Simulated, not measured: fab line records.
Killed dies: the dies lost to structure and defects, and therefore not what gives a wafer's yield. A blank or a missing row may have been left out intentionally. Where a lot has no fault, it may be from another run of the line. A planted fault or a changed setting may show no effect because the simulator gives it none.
fab line records | flow gf180mcu | part 2 of 2: steps 26 to 36 of 36
record lots=5 wafers=15 last-day=34
route steps=602 shown VT_IMPLANT@133 MVSD@136 NWELL@137 LVPWELL@138 MVPSD@139 DUAL_GATE@141 POLY_GATE@157
lots that met no fault: from a run of the same line without faults
start-h: start of the lot's first displayed wafer, in hours after the record's first day | wait-h: hours since the lot's step before | " repeats the value in the row above | L1.1+2: a row that stands for several wafers | - either no value or no given start | * or withheld: withheld | < > ~ a bound
route shown NAME@n: NAME is a module with steps in the file, n the number in the route of the first one | usual: mean/standard deviation taken from wafers without a fault | same: alike in all rows | chamber/n: place in a boat | sites: readings site by site | _std_site: the standard deviation of these | _edge_site: outer sites' mean less inner sites' | radius-mm: how far each site lies from the wafer's centre | mask NAME#n: copy n | behind: the last tool/chamber to shape the wafer | hold: why the lot was held/for how many hours/how that ended | device: which transistor (n, p or np) failed to switch | end of line: at the end of the route, the tests of the same wafers | a step with no rows: only its recipe | killed: count of dies lost to structure and defects at first sort (not the wafer's yield) | map: per-die view of a wafer (x killed, . not killed, _ where there is no die)
set.NAME: the setting that was run; set.NAME@STEP: the one run at that earlier step | model.NAME: the simulator's own value behind a step, which no gauge read
a table for each step, a row for each wafer; lots at some steps of the route
services: from which hour (start-h, from the record's first day; less than 0 if before it) a tool's chamber was out of use, for how many hours, and why
## steps
# step GF_POLY_GATE_THK_MEAS_01
# recipe reads=poly-Si_of_POLY_GATE_CVD_00
# usual POLY_GATE_CVD_00_THK=200.0/1.8
# columns lot.wafer tool chamber start-h wait-h POLY_GATE_CVD_00_THK[nm]
L081.3 film-metro-02 - 227.57 0.0 197.7
L081.4 " - " " 200.2
L081.5 " - " " 199.1
L086.2 film-metro-03 - 263.81 0.0 200.9
L086.3 " - " " 202.8
L086.6 " - " " 200.1
L092.1 film-metro-03 - 301.06 0.0 201.3
L092.3 " - " " 201.8
L092.4 " - " " 200.6
L093.1 film-metro-04 - 306.32 0.0 200.1
L093.3 " - " " 198.8
L093.4 " - " " 198.2
L097.3 film-metro-02 - 349.77 0.0 202.2
L097.4 " - " " 200.4
L097.6 " - " " 200.7
# step GF_POLY_GATE_DEHYDRATE_02
# recipe temp-c=200 time-s=60
# usual chill-plate-temp-C=23.01/0.12
# columns lot.wafer tool chamber start-h wait-h chill-plate-temp-C
L081.3 litho-track-04 0 235.45 7.9 22.94
L081.4 " 0 " " 22.76
L081.5 " 0 " " 22.82
L086.2 litho-track-01 0 272.58 8.8 22.96
L086.3 " 0 " " 22.92
L086.6 " 0 " " 22.84
L092.1 litho-track-01 0 311.21 10.1 22.95
L092.3 " 0 " " 22.97
L092.4 " 0 " " 23.06
L093.1 litho-track-04 0 316.30 10.0 23.25
L093.3 " 0 " " 23.14
L093.4 " 0 " " 23.17
L097.3 litho-track-04 0 360.40 10.6 23.21
L097.4 " 0 " " 23.14
L097.6 " 0 " " 23.09
# step GF_POLY_GATE_HMDS_03
# recipe prime-time-s=60 prime-temp-c=120
# usual chill-plate-temp-C=23.01/0.11
# columns lot.wafer tool chamber start-h wait-h chill-plate-temp-C
L081.3 litho-track-04 0 235.60 0.1 23.10
L081.4 " 0 " " 23.14
L081.5 " 0 " " 23.13
L086.2 litho-track-01 0 272.73 0.1 23.06
L086.3 " 0 " " 23.01
L086.6 " 0 " " 23.05
L092.1 litho-track-01 0 311.36 0.1 23.16
L092.3 " 0 " " 23.16
L092.4 " 0 " " 23.01
L093.1 litho-track-04 0 316.45 0.1 22.87
L093.3 " 0 " " 22.94
L093.4 " 0 " " 23.03
L097.3 litho-track-04 0 360.55 0.1 22.93
L097.4 " 0 " " 22.95
L097.6 " 0 " " 22.91
# step GF_POLY_GATE_COAT_04
# recipe resist=BARC temp-c=withheld time-s=withheld spin-rpm=withheld resist-thk-nm=withheld
# usual chill-plate-temp-C=*
# columns lot.wafer tool chamber start-h wait-h chill-plate-temp-C
L081.3 litho-track-04 0 235.75 0.1 *
L081.4 " 0 " " *
L081.5 " 0 " " *
L086.2 litho-track-01 0 272.88 0.1 *
L086.3 " 0 " " *
L086.6 " 0 " " *
L092.1 litho-track-01 0 311.51 0.1 *
L092.3 " 0 " " *
L092.4 " 0 " " *
L093.1 litho-track-04 0 316.60 0.1 *
L093.3 " 0 " " *
L093.4 " 0 " " *
L097.3 litho-track-04 0 360.70 0.1 *
L097.4 " 0 " " *
L097.6 " 0 " " *
# step GF_POLY_GATE_COAT_05
# recipe resist=KrF spin-rpm=withheld resist-thk-nm=700
# usual chill-plate-temp-C=23.00/0.12
# columns lot.wafer tool chamber start-h wait-h chill-plate-temp-C
L081.3 litho-track-04 0 - - 23.14
L081.4 " 0 " " 23.18
L081.5 " 0 " " 22.93
L086.2 litho-track-01 0 - - 23.06
L086.3 " 0 " " 23.17
L086.6 " 0 " " 22.93
L092.1 litho-track-01 0 - - 22.81
L092.3 " 0 " " 23.05
L092.4 " 0 " " 22.66
L093.1 litho-track-04 0 - - 22.92
L093.3 " 0 " " 22.90
L093.4 " 0 " " 22.89
L097.3 litho-track-04 0 - - 22.96
L097.4 " 0 " " 23.04
L097.6 " 0 " " 23.07
# step GF_POLY_GATE_SOFTBAKE_06
# recipe temp-c=130 time-s=60 resist=KrF
# usual chill-plate-temp-C=22.98/0.12
# columns lot.wafer tool chamber start-h wait-h chill-plate-temp-C
L081.3 litho-track-04 0 - - 22.73
L081.4 " 0 " " 22.80
L081.5 " 0 " " 22.85
L086.2 litho-track-01 0 - - 22.99
L086.3 " 0 " " 22.94
L086.6 " 0 " " 23.07
L092.1 litho-track-01 0 - - 23.02
L092.3 " 0 " " 22.91
L092.4 " 0 " " 23.06
L093.1 litho-track-04 0 - - 23.13
L093.3 " 0 " " 23.15
L093.4 " 0 " " 23.18
L097.3 litho-track-04 0 - - 23.02
L097.4 " 0 " " 23.00
L097.6 " 0 " " 23.03
# step GF_POLY_GATE_EXPOSE_07
# recipe mask-id=Poly2 target-cd-nm=280 na=0.68 source-shape=conventional sigma-outer=0.6 dose-mj=28
# same sigma-outer=0.6
# columns lot.wafer tool chamber start-h wait-h mask
L081.3+4+5 krf-scanner-01 0 - - Poly2#0
L086.2+3+6 krf-scanner-02 0 - - Poly2#0
L092.1+3+4 krf-scanner-02 0 - - Poly2#0
L093.1+3+4 krf-scanner-02 0 - - Poly2#0
L097.3+4+6 krf-scanner-01 0 - - Poly2#0
# step GF_POLY_GATE_PEB_08
# recipe peb-temp-c=135 peb-time-s=90 resist=KrF
# usual chill-plate-temp-C=22.99/0.11
# columns lot.wafer tool chamber start-h wait-h chill-plate-temp-C
L081.3 litho-track-04 0 - - 23.17
L081.4 " 0 " " 23.10
L081.5 " 0 " " 22.96
L086.2 litho-track-01 0 - - 22.95
L086.3 " 0 " " 22.92
L086.6 " 0 " " 22.93
L092.1 litho-track-04 0 - - 22.85
L092.3 " 0 " " 22.77
L092.4 " 0 " " 22.95
L093.1 litho-track-01 0 - - 22.89
L093.3 " 0 " " 23.14
L093.4 " 0 " " 23.11
L097.3 litho-track-04 0 - - 22.86
L097.4 " 0 " " 23.03
L097.6 " 0 " " 22.93
# step GF_POLY_GATE_DEVELOP_09
# recipe develop-time-s=60 resist=KrF dev-temp-c=21
# usual chill-plate-temp-C=22.99/0.11 developer-temp-C=21.01/0.096
# columns lot.wafer tool chamber start-h wait-h chill-plate-temp-C developer-temp-C
L081.3 litho-track-04 0 245.35 0.1 22.96 20.80
L081.4 " 0 " " 22.84 20.83
L081.5 " 0 " " 22.81 21.09
L086.2 litho-track-01 0 282.58 0.2 22.63 21.02
L086.3 " 0 " " 22.76 20.95
L086.6 " 0 " " 22.83 21.20
L092.1 litho-track-04 0 321.80 0.2 23.15 21.00
L092.3 " 0 " " 23.10 21.04
L092.4 " 0 " " 23.16 21.19
L093.1 litho-track-01 0 326.76 0.2 23.06 20.79
L093.3 " 0 " " 23.12 20.98
L093.4 " 0 " " 23.01 20.92
L097.3 litho-track-04 0 371.95 0.1 23.07 20.99
L097.4 " 0 " " 23.11 21.04
L097.6 " 0 " " 23.13 21.10
# step GF_POLY_GATE_CD_MEAS_10
# recipe target-cd-nm=280
# usual cd-nm=280.5/1.3
# columns lot.wafer tool chamber start-h wait-h cd-nm
L081.3 cd-sem-01 - 245.49 0.1 279.0
L081.4 " - " " 279.7
L081.5 " - " " 279.2
L086.2 cd-sem-02 - 282.73 0.1 280.5
L086.3 " - " " 280.4
L086.6 " - " " 281.2
L092.1 cd-sem-01 - 321.95 0.1 280.2
L092.3 " - " " 280.1
L092.4 " - " " 280.0
L093.1 cd-sem-01 - 326.91 0.1 279.6
L093.3 " - " " 277.9
L093.4 " - " " 278.5
L097.3 cd-sem-02 - 372.09 0.1 280.0
L097.4 " - " " 280.4
L097.6 " - " " 279.3
# step GF_POLY_GATE_OVL_MEAS_11
# usual POLY_GATE_OVL=1/3.9
# columns lot.wafer tool chamber start-h wait-h POLY_GATE_OVL[nm]
L081.3 overlay-01 - 245.58 0.1 6
L081.4 " - " " 4
L081.5 " - " " 9
L086.2 overlay-02 - 282.83 0.1 1
L086.3 " - " " -1
L086.6 " - " " -1
L092.1 overlay-01 - 322.07 0.1 -5
L092.3 " - " " -5
L092.4 " - " " 3
L093.1 overlay-02 - 327.03 0.1 2
L093.3 " - " " 0
L093.4 " - " " 4
L097.3 overlay-02 - 372.18 0.1 -2
L097.4 " - " " -2
L097.6 " - " " -3
## services
# columns tool chamber start-h hours kind
furnace-02 - 184.41 3.9 pm
iline-stepper-01 - 185.60 1.7 pm
krf-scanner-01 - 192.51 0.8 pm
furnace-02 - 197.20 2.6 pm
plasma-asher-01 - 199.27 4.0 pm
furnace-01 - 232.35 2.7 pm
rtp-anneal-02 - 236.19 2.2 repair
krf-scanner-02 - 239.79 1.0 pm
krf-scanner-02 - 246.23 0.8 pm
furnace-02 - 248.42 10.1 pm
plasma-asher-01 - 260.82 13.4 repair
furnace-01 - 266.74 3.3 pm
krf-scanner-01 - 275.02 1.0 pm
lpcvd-02 - 280.31 6.1 pm
furnace-01 - 290.56 4.7 pm
krf-scanner-01 - 292.67 1.3 pm
iline-stepper-01 - 306.11 8.9 pm
krf-scanner-02 - 312.74 1.3 pm
iline-stepper-02 - 326.40 1.7 pm
lpcvd-01 - 335.10 0.5 repair
iline-stepper-01 - 339.08 7.2 repair
furnace-02 - 352.41 3.5 pm
krf-scanner-01 - 361.34 0.8 pm
krf-scanner-01 - 367.24 7.2 pm
